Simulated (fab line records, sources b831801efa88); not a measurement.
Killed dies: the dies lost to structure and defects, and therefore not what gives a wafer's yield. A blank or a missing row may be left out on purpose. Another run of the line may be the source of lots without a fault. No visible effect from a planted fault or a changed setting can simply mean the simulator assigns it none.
A single fault, viewed from 2 desks / flow gf180mcu / each desk holds nothing but its own numbers, with what lay behind them at the end

METROLOGY DESK
What the gauges read for every lot (on any tool): the sampled wafers with a number, averaged. Marked OUT: a lot whose mean sits more than 4 standard deviations from the usual mean, which makes it out of limits; the brackets give that distance.
Columns: A = HV_LDD_CVD_54_THK at GF_HV_LDD_THK_MEAS_55, usual 9.91 nm; B = cdNm at GF_NSD_CD_MEAS_07, usual 399.8 nm; C = NSD_RS at GF_PSD_RS_MEAS_14, usual 46.13 ohm/sq
lot=L280; first seen here=day 12 17:08; A=10.01; B=402.1; C=46.11
lot=L282; first seen here=day 13 06:33; A=10.10; B=399.6; C=46.11
lot=L283; first seen here=day 13 09:24; A=10.05; B=400.9; C=46.28
lot=L284; first seen here=day 13 23:47; A=9.74; B=399.5; C=46.22
lot=L286; first seen here=day 14 22:02; A=10.05; B=395.2; C=46.02
lot=L287; first seen here=day 15 10:27; A=9.80; B=401.2; C=46.20
lot=L289; first seen here=day 16 00:28; A=9.70; B=401.6; C=46.18
lot=L291; first seen here=day 16 20:03; A=9.72; B=398.0; C=46.06
lot=L299; first seen here=day 19 06:40; A=10.00; B=402.5; C=47.00 (+10) OUT
lot=L300; first seen here=day 19 10:08; A=10.13; B=397.2; C=46.90 (+9.3) OUT
lot=L301; first seen here=day 19 23:29; A=10.15; B=401.0; C=46.09
lot=L302; first seen here=day 20 12:50; A=9.90; B=400.9; C=46.14
Per this desk, out of limits: L299, L300; the first was L299, day 21 10:29 (NSD_RS at GF_PSD_RS_MEAS_14). L280, L282, L283, L284, L286, L287, L289, L291, L301, L302: within limits.

THE TOOL OWNER'S DESK: implanter-02
The tool's own readings at GF_NSD_IMPLANT_09: means of the sampled wafers that have a number, for each lot that ran on this tool. Marked OUT: a lot whose mean sits more than 4 standard deviations from the usual mean, which makes it out of limits; the brackets give that distance.
Columns: A = beamEnergyKeV at GF_NSD_IMPLANT_09, usual 59.999
lot=L282; first seen here=day 14 04:11; A=59.998
lot=L283; first seen here=day 14 06:34; A=60.023
lot=L284; first seen here=day 14 22:19; A=59.979
lot=L286; first seen here=day 15 20:41; A=60.035
lot=L289; first seen here=day 17 00:22; A=59.991
lot=L291; first seen here=day 17 20:31; A=59.980
lot=L299; first seen here=day 20 09:04; A=57.053 (-99 or more) OUT
lot=L300; first seen here=day 20 11:34; A=57.064 (-99 or more) OUT
This desk finds L299, L300 out of limits, L299 being first, at day 20 09:04 (beamEnergyKeV at GF_NSD_IMPLANT_09). L282, L283, L284, L286, L289, L291: within limits.

ALL TOGETHER
An alarm could have come from the tool owner's desk at day 20 09:04, on L299, L300.
At day 21 10:29 the metrology desk could have sounded an alarm, on L299, L300.
The lots listed all ran GF_NSD_IMPLANT_09 on implanter-02.

WHAT HAD BEEN PUT IN BY THE SIMULATOR
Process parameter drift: implanter-02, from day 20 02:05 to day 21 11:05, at GF_NSD_IMPLANT_09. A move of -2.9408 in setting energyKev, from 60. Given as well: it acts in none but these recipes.
Shown lots that were struck: L299, L300.
Fault start to first reading out of limits, in hours, per desk: tool owner, 7; metrology, 32.
